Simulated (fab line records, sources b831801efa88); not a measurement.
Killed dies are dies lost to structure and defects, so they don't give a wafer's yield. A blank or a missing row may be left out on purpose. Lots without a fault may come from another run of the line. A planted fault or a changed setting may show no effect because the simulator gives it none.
fab line records | flow sky130
record lots=14 wafers=42 last_day=50
route steps=708 shown METAL4@632 PAD_OPEN@708
lots that met no fault: from a run of the same line without faults
start_h: hours from the record's first day to the start of the lot's first wafer shown | wait_h: hours since the lot's step before | " the same as in the row above | L1.1+2: a row that stands for several wafers | - no value, or no start given | * or withheld: withheld | < > ~ a bound
route shown NAME@n: a module of which the file shows steps, and the number in the route of the first | usual: mean/standard deviation of fault-free wafers | same: alike in all rows | chamber/n: place in a boat | sites: the reading at each site | _std_site: their standard deviation | _edge_site: outer sites' mean less inner sites' | radius_mm: how far each site lies from the wafer's centre | mask NAME#n: copy n | behind: the tool/chamber that last shaped the wafer | hold: why the lot was held/for how many hours/how that ended | device: the transistor (n, p or np) that didn't switch | end of line: the same wafers' tests at the end of the route | a step without rows: its recipe alone | killed: dies lost to structure and defects at the first sort, not the wafer's yield | map: a wafer's dies, x killed, . not, _ none there
set.NAME: the setting as run; set.NAME@STEP: as run at that earlier step | model.NAME: the simulator's own value behind a step, which no gauge read
steps of the route over a sample of lots; a table a step, a row a wafer
services: from which hour (start_h, from the record's first day; less than 0 if before it) a tool's chamber was out of use, for how many hours, and why
## steps
# step SKY_METAL4_ETCH_16
# recipe chemistry=N2/H2 target=BARC ion_energy_ev=200 bias_w=100 pressure_mtorr=30 n2_flow_sccm=100 h2_flow_sccm=200 icp_w=500 stop_on=SiO2 time_s=88.2 target_depth_a=600
# usual drypump_motor_current_A=5.6/0.34 oes_product_au=0.628/0.0042 run_length_s=116.5/0.54 throttle_valve_pct=13.205/0.0097
# columns lot.wafer tool chamber start_h wait_h drypump_motor_current_A oes_product_au rf_hours_counter_h run_length_s throttle_valve_pct
L992.1 rie_metal-04 1 985.35 0.0 5.7 0.632 8 115.9 13.193
L992.3 " 0 " " 6.1 0.619 - 116.1 13.207
L992.6 " 0 " " 6.1 0.629 - 116.3 13.212
L993.3 rie_metal-01 0 998.48 0.0 5.4 0.629 - 117.1 13.211
L993.5 " 0 " " 5.4 0.630 - 117.1 13.197
L993.6 " 1 " " 5.4 0.624 - 116.8 13.216
L996.1 rie_metal-01 1 1008.08 0.0 5.4 0.634 24 116.7 13.220
L996.3 " 1 " " 5.4 0.627 - 116.6 13.216
L996.6 " 1 " " 5.4 0.632 - 116.9 13.197
L997.3 rie_metal-01 1 1012.35 0.0 5.4 0.629 - 116.8 13.189
L997.4 " 0 " " 5.4 0.626 - 117.3 13.197
L997.5 " 1 " " 5.4 0.634 - 117.0 13.197
L998.1 rie_metal-01 0 1027.61 0.1 5.4 0.660 7 111.5 13.200
L998.2 " 0 " " 5.4 0.664 - 111.9 13.209
L998.3 " 0 " " 5.4 0.662 - 111.7 13.213
L100.1 rie_metal-02 0 1034.07 0.0 5.0 0.635 23 117.1 13.216
L100.2 " 1 " " 5.8 0.635 6 116.4 13.196
L100.4 " 1 " " 5.8 0.629 - 116.2 13.206
L101.1 rie_metal-04 1 1043.71 0.1 5.7 0.636 12 115.5 13.205
L101.3 " 1 " " 5.7 0.630 - 115.8 13.191
L101.4 " 1 " " 5.7 0.632 - 116.1 13.204
L102.1 rie_metal-01 1 1050.47 0.0 5.4 0.660 1 110.8 13.214
L102.2 " 0 " " 5.4 0.658 10 111.4 13.209
L102.6 " 0 " " 5.4 0.667 - 111.3 13.219
L109.1 rie_metal-02 0 1094.12 0.0 5.0 0.630 0 116.7 13.191
L109.5 " 0 " " 5.0 0.621 - 116.7 13.204
L109.6 " 1 " " 5.8 0.632 - 116.2 13.224
L110.2 rie_metal-02 0 1101.87 0.0 5.0 0.627 1 117.0 13.209
L110.5 " 1 " " 5.8 0.631 - 116.8 13.200
L110.6 " 0 " " 5.0 0.626 - 117.4 13.215
L111.1 rie_metal-04 0 1102.57 0.0 6.1 0.624 16 116.9 13.201
L111.3 " 0 " " 6.1 0.630 - 116.4 13.219
L111.4 " 1 " " 5.7 0.625 - 116.2 13.193
L113.2 rie_metal-04 1 1111.70 0.0 5.7 0.627 17 115.6 13.202
L113.4 " 0 " " 6.1 0.633 - 116.4 13.214
L113.6 " 0 " " 6.1 0.625 - 116.2 13.199
L114.4 rie_metal-04 1 1122.35 0.0 5.7 0.626 - 115.7 13.207
L114.5 " 1 " " 5.7 0.630 - 115.5 13.200
L114.6 " 0 " " 6.1 0.630 - 116.1 13.213
L115.1 rie_metal-02 0 1123.50 0.0 5.0 0.628 4 116.7 13.202
L115.4 " 0 " " 5.0 0.627 - 116.8 13.200
L115.5 " 1 " " 5.8 0.629 - 116.7 13.211
# step SKY_PAD_OPEN_PROBE_99
# usual defect_limited_yield=82.6/1.8 killed_at_M0_to_M3=43/6.6 killed_at_M4_up=3.4/1.8 killed_at_contacts=24/4.9 killed_at_front_end=15/4.1 killed_at_other=0.3/0.55 killed_dies=85/8.8 killed_on_rim=17/3.7 killed_open=46/6.1 killed_short=39/5.7 sort_bin_3_pad_short=0.9/0.41 sort_bin_5_function=10.1/1.5 sort_bin_6_memory=6.4/1 sort_n_pass=407/8.8 sort_yield_pct=82.6/1.8
# same gross_dies=492 killed_at_back_side=0 sort_bin_4_leakage[%]=0 sort_bin_8_speed[%]=0
# columns lot.wafer tool chamber start_h wait_h defect_limited_yield[%] killed_at_M0_to_M3 killed_at_M4_up killed_at_contacts killed_at_front_end killed_at_other killed_dies killed_on_rim killed_open killed_short sort_bin_3_pad_short[%] sort_bin_5_function[%] sort_bin_6_memory[%] sort_n_pass sort_yield_pct[%]
L997.3 prober-01 - 1104.49 0.2 82.9 42 2 22 18 0 84 18 51 33 1.2 11.4 4.5 408 82.9
L997.4 prober-01 - 1104.54 0.2 83.9 43 0 22 13 1 79 21 44 35 1.0 8.9 6.1 413 83.9
L997.5 prober-01 - 1104.59 0.2 82.9 42 2 26 13 1 84 19 49 34 1.0 8.9 7.1 408 82.9
L102.1 prober-02 - 1139.27 0.1 82.5 49 2 21 14 0 86 15 47 39 1.2 9.8 6.5 406 82.5
L102.2 prober-02 - 1139.32 0.1 86.0 37 3 18 11 0 69 12 40 29 0.2 6.5 7.3 423 86.0
L102.6 prober-02 - 1139.52 0.2 83.5 37 0 29 15 0 81 19 51 30 0.8 10.0 5.7 411 83.5
L109.1 prober-01 - 1174.40 0.1 83.1 45 5 19 14 0 83 20 46 37 1.4 9.6 5.9 409 83.1
L109.5 prober-01 - 1174.60 0.2 82.9 29 4 29 22 0 84 18 50 34 1.2 10.2 5.7 408 82.9
L109.6 prober-01 - 1174.65 0.2 83.7 33 2 27 18 0 80 12 45 35 0.4 8.9 6.9 412 83.7
L110.2 prober-02 - 1182.06 0.1 78.9 48 8 28 20 0 104 20 50 54 1.4 12.8 6.9 388 78.9
L110.5 prober-02 - 1182.21 0.2 80.9 41 7 28 17 1 94 19 49 43 0.4 11.4 7.3 398 80.9
L110.6 prober-02 - 1182.26 0.2 83.3 44 3 18 17 0 82 11 41 41 0.8 9.8 6.1 410 83.3
L111.1 prober-01 - 1183.51 0.1 86.0 41 3 14 11 0 69 13 37 32 1.2 7.9 4.9 423 86.0
L111.3 prober-01 - 1183.61 0.2 85.2 38 3 19 12 1 73 18 32 41 0.8 8.5 5.5 419 85.2
L111.4 prober-01 - 1183.66 0.2 79.9 58 3 25 13 0 99 24 49 50 0.6 13.2 6.3 393 79.9
L113.2 prober-01 - 1188.33 0.1 85.2 36 4 20 13 0 73 13 46 27 0.8 9.8 4.3 419 85.2
L113.4 prober-01 - 1188.43 0.2 84.3 43 4 19 11 0 77 15 43 34 0.4 10.4 4.9 415 84.3
L113.6 prober-01 - 1188.53 0.2 84.3 39 2 21 15 0 77 18 42 35 0.2 10.2 5.3 415 84.3
# killed by level:class
L997.3 VIA1:geometric_particle:open=11 VIA3:geometric_particle:open=7 CONTACT:geometric_particle:short=6 CONTACT:geometric_particle:open=6 FIELD_ISO:geometric_particle:open=5 LI_CONTACT:geometric_particle:open=5 METAL1:geometric_particle:short=5 METAL2:geometric_particle:short=5
L997.4 VIA1:geometric_particle:open=11 METAL1:geometric_particle:short=9 LI_CONTACT:geometric_particle:open=7 FIELD_ISO:geometric_particle:open=6 CONTACT:geometric_particle:open=6 VIA1:geometric_particle:short=6 VIA2:geometric_particle:open=4 METAL2:geometric_particle:short=4
L997.5 CONTACT:geometric_particle:open=9 LI_CONTACT:geometric_particle:open=8 VIA1:geometric_particle:open=8 VIA3:geometric_particle:open=8 CONTACT:geometric_particle:short=5 METAL1:geometric_particle:short=5 METAL2:geometric_particle:short=5 FIELD_ISO:geometric_particle:open=4
L102.1 VIA1:geometric_particle:open=12 METAL1:geometric_particle:short=9 CONTACT:geometric_particle:open=7 VIA3:geometric_particle:open=7 VIA1:geometric_particle:short=6 LI_CONTACT:geometric_particle:open=6 METAL2:geometric_particle:short=4 FIELD_ISO:geometric_particle:short=3
L102.2 METAL2:geometric_particle:short=9 VIA1:geometric_particle:open=7 CONTACT:geometric_particle:open=7 LI_CONTACT:geometric_particle:open=6 METAL1:geometric_particle:short=6 VIA2:geometric_particle:open=5 FIELD_ISO:geometric_particle:open=4 VIA3:geometric_particle:open=4
L102.6 CONTACT:geometric_particle:open=12 LI_CONTACT:geometric_particle:open=11 VIA1:geometric_particle:open=10 POLY_GATE:geometric_particle:short=5 METAL3:geometric_particle:short=5 FIELD_ISO:geometric_particle:open=4 METAL1:geometric_particle:open=4 METAL2:geometric_particle:short=3
L109.1 VIA1:geometric_particle:open=8 VIA2:geometric_particle:open=7 VIA3:geometric_particle:open=6 VIA1:geometric_particle:short=6 METAL2:geometric_particle:short=6 POLY_GATE:geometric_particle:open=5 LI_CONTACT:geometric_particle:open=5 LOCAL_INTERCONNECT:geometric_particle:short=5
L109.5 CONTACT:geometric_particle:open=12 CONTACT:geometric_particle:short=9 VIA2:geometric_particle:open=9 VIA1:geometric_particle:open=8 FIELD_ISO:geometric_particle:short=6 FIELD_ISO:geometric_particle:open=5 POLY_GATE:geometric_particle:open=5 LI_CONTACT:geometric_particle:open=4
L109.6 CONTACT:geometric_particle:open=10 VIA1:geometric_particle:open=9 FIELD_ISO:geometric_particle:short=6 LI_CONTACT:geometric_particle:open=6 FIELD_ISO:geometric_particle:open=5 VIA2:geometric_particle:short=5 VIA2:geometric_particle:open=5 LOCAL_INTERCONNECT:geometric_particle:short=4
L110.2 LI_CONTACT:geometric_particle:open=9 CONTACT:geometric_particle:open=9 VIA1:geometric_particle:short=9 VIA3:geometric_particle:open=8 METAL1:geometric_particle:short=7 VIA1:geometric_particle:open=6 METAL4:geometric_particle:short=5 POLY_GATE:geometric_particle:open=5
L110.5 VIA1:geometric_particle:open=15 CONTACT:geometric_particle:open=10 VIA2:geometric_particle:open=8 LOCAL_INTERCONNECT:geometric_particle:short=7 METAL4:geometric_particle:short=6 CONTACT:geometric_particle:short=5 FIELD_ISO:geometric_particle:short=4 POLY_GATE:geometric_particle:short=4
L110.6 METAL1:geometric_particle:short=9 POLY_GATE:geometric_particle:short=7 VIA3:geometric_particle:open=7 VIA2:geometric_particle:open=6 CONTACT:geometric_particle:open=6 CONTACT:geometric_particle:short=5 POLY_GATE:geometric_particle:open=4 METAL2:geometric_particle:short=4
L111.1 METAL1:geometric_particle:short=9 VIA2:geometric_particle:open=7 LI_CONTACT:geometric_particle:open=6 VIA3:geometric_particle:open=6 POLY_GATE:geometric_particle:open=4 CONTACT:geometric_particle:open=4 VIA2:geometric_particle:short=4 METAL2:geometric_particle:short=3
L111.3 CONTACT:geometric_particle:open=8 VIA1:geometric_particle:open=7 VIA1:geometric_particle:short=6 VIA2:geometric_particle:open=6 VIA2:geometric_particle:short=5 FIELD_ISO:geometric_particle:short=4 POLY_GATE:geometric_particle:short=4 LI_CONTACT:geometric_particle:open=4
L111.4 METAL2:geometric_particle:short=12 CONTACT:geometric_particle:open=11 METAL1:geometric_particle:short=10 VIA2:geometric_particle:open=9 VIA1:geometric_particle:open=8 VIA3:geometric_particle:short=6 FIELD_ISO:geometric_particle:open=5 POLY_GATE:geometric_particle:short=5
L113.2 CONTACT:geometric_particle:open=11 POLY_GATE:geometric_particle:short=7 LI_CONTACT:geometric_particle:open=7 VIA3:geometric_particle:open=7 VIA1:geometric_particle:open=7 VIA2:geometric_particle:open=6 POLY_GATE:geometric_particle:open=4 VIA1:geometric_particle:short=4
L113.4 VIA1:geometric_particle:open=13 CONTACT:geometric_particle:short=7 CONTACT:geometric_particle:open=5 METAL1:geometric_particle:short=5 VIA1:geometric_particle:short=5 VIA2:geometric_particle:open=5 VIA3:geometric_particle:open=5 FIELD_ISO:geometric_particle:short=4
L113.6 VIA1:geometric_particle:open=9 CONTACT:geometric_particle:open=8 FIELD_ISO:geometric_particle:open=5 POLY_GATE:geometric_particle:short=5 LI_CONTACT:geometric_particle:open=5 VIA3:geometric_particle:open=5 METAL1:geometric_particle:short=4 METAL2:geometric_particle:short=4
## services
# columns tool chamber start_h hours kind
rie_metal-04 - 1004.79 0.5 repair
rie_metal-04 0 1005.76 17.6 repair
rie_metal-01 1 1023.56 - clean
rie_metal-01 1 1023.56 15.0 scheduled_down
rie_metal-01 1 1023.56 15.0 vent_cycle
rie_metal-04 0 1030.76 15.4 repair
rie_metal-02 0 1046.10 4.2 repair
rie_metal-02 0 1061.79 - clean
rie_metal-02 0 1061.79 24.4 scheduled_down
rie_metal-02 0 1061.79 24.4 vent_cycle
rie_metal-02 1 1098.41 2.2 repair
rie_metal-01 1 1099.08 21.7 repair
rie_metal-01 - 1105.28 15.6 pm
## key
first_sign step=SKY_METAL4_ETCH_16 reading=run_length_s direction=down sigmas=9.4 usual=* struck=*
effect step=SKY_METAL4_ETCH_16 reading=oes_product_au direction=up sigmas=7.9 usual=0.628 struck=0.662
met_at SKY_METAL4_ETCH_16
struck_lots L998,L102
onset_between 1012.35 1027.61
fault kind=process_parameter_drift tool=rie_metal-01 chamber=- onset_h=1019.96 steps=SKY_METAL4_ETCH_16 channel=time_s offset=* shape=step end_h=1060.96 acts_in=* stated=*
